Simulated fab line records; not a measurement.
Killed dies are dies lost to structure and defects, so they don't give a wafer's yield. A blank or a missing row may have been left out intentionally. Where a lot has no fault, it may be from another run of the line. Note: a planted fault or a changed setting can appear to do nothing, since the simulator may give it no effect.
One fault through the eyes of 2 desks    flow sky130    each desk has only its own numbers; what lay behind them comes last

## AT THE METROLOGY DESK
Lot by lot, what the gauges showed, no matter which tool ran the lot: averages of those sampled wafers that carry a number. Any lot whose mean is over 4 standard deviations away from the usual mean is out of limits and marked OUT; that distance is given in the brackets.
Columns: A = LDD_LDN_OVL at SKY_LDD_LDN_OVL_MEAS_07, usual -0.4 nm; B = LDD_LDN_TW at SKY_LDD_LDN_TW_MEAS_13, usual 1485; C = SPACER_CVD_00_THK at SKY_SPACER_THK_MEAS_01, usual 43.3 nm
lot   first seen here  A     B     C
L517  day 24 08:31     -0.5  1504  43.2
L518  day 24 15:43     -2.3  1483  43.3
L519  day 25 01:50     -1.7  1489  43.7
L520  day 25 06:07     0.3   1470  42.7
L529  day 28 02:36     0.6   1497  43.1
L534  day 30 01:53     -1.0  1493  43.4
Result from this desk: across the 6 lots, nothing is out of limits.

## FOR THE TOOL OWNER'S DESK: rie_diel-01
The tool's own readings at SKY_SPACER_ETCHBACK_02 (etches Si3N4 in CH3F/O2, stops on SiO2, time 46.7 s, target depth 45 nm): means of the sampled wafers that have a number, for each lot that ran on this tool. Any lot whose mean is over 4 standard deviations away from the usual mean is out of limits and marked OUT; that distance is given in the brackets.
Columns: A = ch3f_flow_sccm at SKY_SPACER_ETCHBACK_02, usual 40.00 sccm; B = drypump_motor_current_A at SKY_SPACER_ETCHBACK_02, usual 5.8 A; C = oes_product_au at SKY_SPACER_ETCHBACK_02, usual 0.858 a.u.; D = throttle_valve_pct at SKY_SPACER_ETCHBACK_02, usual 10.562 %
lot   first seen here  A      B    C      D
L517  day 24 10:50     39.94  5.7  0.859  10.567
L518  day 24 17:50     40.02  5.9  0.852  10.561
L519  day 25 04:31     39.93  6.0  0.864  10.554
L520  day 25 08:14     40.02  6.0  0.851  10.554
L529  day 28 06:50     39.98  6.0  0.853  10.567
Result from this desk: across the 5 lots, nothing is out of limits.

## ALL TOGETHER
At the metrology desk, nothing out of limits was observed.
Nothing out of limits was seen by the tool owner's desk.

## WHAT WAS PUT IN BY THE SIMULATOR
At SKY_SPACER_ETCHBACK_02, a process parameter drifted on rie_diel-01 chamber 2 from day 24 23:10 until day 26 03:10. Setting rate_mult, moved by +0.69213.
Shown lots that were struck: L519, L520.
